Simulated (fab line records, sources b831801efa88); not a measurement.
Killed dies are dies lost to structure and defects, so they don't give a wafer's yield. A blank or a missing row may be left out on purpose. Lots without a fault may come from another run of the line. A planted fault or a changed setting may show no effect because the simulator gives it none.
Tool commonality check | flow gf180mcu | 11 lots, 33 wafers sampled

WHY IT WAS OPENED
At GF_VT_IMPLANT_RS_MEAS_47 the reading NWELL_RS is flagged on 2 of 11 lots. Wafers without a fault read 486.6 ohm/sq, standard deviation 1.1.
Rule: a lot is flagged when every wafer of it that has a number lies more than 4 standard deviations from that mean, or none has a number. The other lots count as sound.

lot  | measured     | on            | NWELL_RS (ohm/sq), wafer by wafer | flag
L897 | day 7 11:12  | film_metro-03 | 486.7 487.3 485.8                 |
L900 | day 8 02:57  | film_metro-04 | 488.1 486.7 487.1                 |
L907 | day 10 01:52 | film_metro-03 | 451.9 452.3 452.5                 | FLAGGED
L908 | day 10 08:49 | film_metro-01 | 452.9 453.3 453.4                 | FLAGGED
L909 | day 10 17:16 | film_metro-04 | 487.9 488.1 487.4                 |
L910 | day 10 23:57 | film_metro-04 | 485.9 487.1 487.1                 |
L911 | day 11 05:31 | film_metro-01 | 487.4 486.6 488.0                 |
L912 | day 11 11:26 | film_metro-04 | 487.4 486.9 486.2                 |
L915 | day 12 15:15 | film_metro-04 | 487.2 487.4 488.0                 |
L917 | day 13 09:46 | film_metro-03 | 487.2 486.8 485.7                 |
L919 | day 13 22:25 | film_metro-04 | 485.0 485.6 486.5                 |
The numbers of the flagged lots are 452.7 ohm/sq on average: -33.9 ohm/sq against the usual, or -31 standard deviations.

WHICH TOOL RAN EACH LOT
The record holds 1 process step before the reading, out of a route of 602 steps. In each cell: the tool, then ch and the chambers that the sampled wafers went through, then the start.
lot  | flag    | GF_NWELL_IMPLANT_09
L897 |         | implanter-03 ch 0, day 3 08:19
L900 |         | implanter-03 ch 0, day 3 23:43
L907 | FLAGGED | implanter-03 ch 0, day 5 13:14
L908 | FLAGGED | implanter-03 ch 0, day 5 18:25
L909 |         | implanter-04 ch 0, day 6 01:01
L910 |         | implanter-04 ch 0, day 6 05:58
L911 |         | implanter-01 ch 0, day 6 10:50
L912 |         | implanter-01 ch 0, day 6 15:34
L915 |         | implanter-01 ch 0, day 7 12:22
L917 |         | implanter-01 ch 0, day 8 03:37
L919 |         | implanter-04 ch 0, day 8 14:53
What these steps do:
- GF_NWELL_IMPLANT_09
- GF_VT_IMPLANT_RS_MEAS_47: measures by four-point-probe.

FLAGGED OVER TOTAL, TOOL BY TOOL (the gauges that took the reading come last)
step                     | tool          | lots run | flagged | share of the flagged lots | sound lots run after its first flagged lot
GF_NWELL_IMPLANT_09      | implanter-01  | 4        | 0       | none                      | -
GF_NWELL_IMPLANT_09      | implanter-03  | 4        | 2       | all                       | 0
GF_NWELL_IMPLANT_09      | implanter-04  | 3        | 0       | none                      | -
GF_VT_IMPLANT_RS_MEAS_47 | film_metro-01 | 2        | 1       | some                      | 1 (L911)
GF_VT_IMPLANT_RS_MEAS_47 | film_metro-03 | 3        | 1       | some                      | 1 (L917)
GF_VT_IMPLANT_RS_MEAS_47 | film_metro-04 | 6        | 0       | none                      | -

WHAT THE TABLE ALLOWS
1 row of the table ran every flagged lot: implanter-03 at GF_NWELL_IMPLANT_09.
- implanter-03 at GF_NWELL_IMPLANT_09: 2 of its 4 lots flagged. Its last sound lot is L900 (day 3 23:43), its first flagged lot L907 (day 5 13:14): a fault that began between those two fits. Its own readings lie more than 4 standard deviations out on every wafer of the flagged lots: dose_ions_cm2, faraday_current_uA.
One tool is left: implanter-03 at GF_NWELL_IMPLANT_09.

WHAT THE SIMULATOR HAD PUT IN
Process parameter drift: implanter-03, from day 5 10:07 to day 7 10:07, at GF_NWELL_IMPLANT_09. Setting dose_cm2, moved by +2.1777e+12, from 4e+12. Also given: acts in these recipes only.
Lots struck among those shown: L907, L908. The rule above found the same.
